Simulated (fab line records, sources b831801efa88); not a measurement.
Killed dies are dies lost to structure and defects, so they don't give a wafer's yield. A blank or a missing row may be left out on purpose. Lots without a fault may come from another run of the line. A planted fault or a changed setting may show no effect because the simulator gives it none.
Chamber matching | flow gf180mcu | GF_STI_CMP_25 on cmp-02: 4 sister chambers
The step polishes, stops on Si3N4, t overpolish 33 s, target thk 524.6 nm. 8 wafers are shown with their chamber, then 9 later ones without.

WAFERS WITH THEIR CHAMBER
wafer  | chamber | time_to_endpoint_s (s) | motor_current_A (A)
L811.2 | 0       | 126                    | 12.3
L812.3 | 3       | 120                    | 12.5
L812.6 | 3       | 122                    | 12.2
L816.2 | 2       | 129                    | 12.2
L816.3 | 0       | 125                    | 12.4
L816.6 | 2       | 123                    | 12.7
L824.2 | 1       | 124                    | 11.7
L824.5 | 1       | 123                    | 11.9

WAFERS WITHOUT THEIR CHAMBER
wafer  | time_to_endpoint_s (s) | motor_current_A (A)
L827.2 | 126                    | 11.7
L827.3 | 124                    | 12.0
L827.6 | 127                    | 11.5
L828.3 | 121                    | 12.9
L828.5 | 130                    | 13.2
L828.6 | 120                    | 12.4
L829.1 | 122                    | 12.3
L829.4 | 127                    | 12.0
L829.5 | 126                    | 12.2

WHICH CHAMBER EACH WENT THROUGH
wafer  | from the rows above               | in truth
L827.2 | can't be placed: 1 or 0           | 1
L827.3 | can't be placed: 1 or 0 or 3 or 2 | 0
L827.6 | can't be placed: 1 or 0           | 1
L828.3 | can't be placed: 3 or 2 or 0      | 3
L828.5 | can't be placed: 2 or 0 or 3      | 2
L828.6 | can't be placed: 3 or 0           | 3
L829.1 | can't be placed: 3 or 0 or 2 or 1 | 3
L829.4 | can't be placed: 0 or 1 or 2 or 3 | 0
L829.5 | can't be placed: 0 or 2 or 1 or 3 | 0
Placed correctly: 0 of 9. Can't be placed from these rows: 9 (the true chamber is among the candidates in 9). Placed wrongly: 0.
How it was worked out, from the rows above alone: a wafer's distance from a chamber is the root of the sum, over the readings, of the square of ((its reading less the chamber's mean) divided by the reading's scatter). The wafer belongs to the nearest chamber; if the next one is less than 2 further off, it can't be placed. A chamber's mean is the mean of its shown wafers. The scatter: the root of (the sum of the squares of (reading less its chamber's mean) over the shown wafers, divided by (wafers less chambers)).
